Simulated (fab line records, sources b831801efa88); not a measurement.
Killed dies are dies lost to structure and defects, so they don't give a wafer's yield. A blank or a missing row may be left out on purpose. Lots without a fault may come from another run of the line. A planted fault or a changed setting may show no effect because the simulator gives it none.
A struck lot beside a sound one | flow sky130 | 15 steps out of a route of 708
Sound: wafers L428.1, L428.5, L428.6. Struck: wafers L441.2, L441.4, L441.5. The cause comes at the end.
At each step with rows: each side's tool, then ch and its chambers, then its first start. Under that, the readings that differ: sound wafers | struck wafers | difference of the means | sigmas: that difference in standard deviations of wafers without a fault.
alike: readings whose means differ by less than 2 such deviations, and words and numbers that are the same on both sides. not compared: withheld readings, readings that some wafer has no value for, bounds like >300 that may hide the same value, and numbers for which the record gives no deviation and whose values overlap.
The two part at a step that has a row with sigmas, a row that says differs or no value, or rows on one side only. Numbers that don't overlap but have no deviation are shown without sigmas and don't part them. A reading that every wafer of one side lacks parts them only if that side has two wafers or more.

first, 4 steps without rows for these wafers: SKY_LDD_N_SOFTBAKE_03 (time 60 s); SKY_LDD_N_EXPOSE_04 (exposes mask NTM, target cd 840 nm); SKY_LDD_N_PEB_05; SKY_LDD_N_DEVELOP_06 (develop time 60 s).
SKY_LDD_N_OVL_MEAS_07:
  sound on overlay-01, day 18 01:34; struck on overlay-02, day 23 06:04
  alike: LDD_N_OVL
then, 7 steps without rows for these wafers: SKY_LDD_N_IMPLANT_08; SKY_LDD_N_IMPLANT_09; SKY_LDD_N_IMPLANT_10; SKY_LDD_N_IMPLANT_11; SKY_LDD_N_IMPLANT_12; SKY_LDD_N_IMPLANT_13; SKY_LDD_N_IMPLANT_14.
SKY_LDD_N_IMPLANT_15:
  sound on implanter-02 ch 0, day 18 02:39; struck on implanter-02 ch 0, day 23 07:11
  reading            | sound                | struck               | difference | sigmas
  tilt_deg (degrees) | 30.032 29.995 30.028 | -0.048 -0.001 -0.032 | -30.045    | -99 or more
  alike: dose_ions_cm2, rotation_deg
SKY_LDD_N_STRIP_16: strips in O2/N2.
  sound on plasma_asher-01 ch 0,1, day 18 02:48; struck on plasma_asher-01 ch 0, day 23 07:18
  reading                     | sound          | struck         | difference | sigmas
  drypump_motor_current_A (A) | 5.89 5.90 5.05 | 5.06 5.07 5.08 | -0.54      | -2
  alike: oes_product_au, strip_time_to_endpoint_s
  not compared: rf_hours_counter_h
-- the record jumps here: 27 days lie between the struck wafers' starts before and after (it left off in module LDD_N and takes up again in module PAD_OPEN, whose first step shown is number 708 of the route) --
SKY_PAD_OPEN_PROBE_99:
  sound on prober-01, day 46 09:29; struck on prober-01, day 49 21:22
  reading                                   | sound               | struck               | difference | sigmas
  model.etest.nfet_01v8_turned.vt_sat_v (V) | 0.6566 0.6582 0.655 | 0.6052 0.5947 0.6028 | -0.0557    |
  alike: killed_at_M0_to_M3, killed_at_M4_up, killed_at_contacts, killed_at_front_end, killed_at_other, killed_dies, killed_open, killed_short

WHERE THEY PART
First at SKY_LDD_N_IMPLANT_15; last, within this record, at SKY_LDD_N_STRIP_16. Later steps at which nothing parts them and some readings are alike: SKY_PAD_OPEN_PROBE_99.

WHY: what the simulator had put in
Process parameter drift: implanter-02, from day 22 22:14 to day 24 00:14, at SKY_LDD_N_IMPLANT_15. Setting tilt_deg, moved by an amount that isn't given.
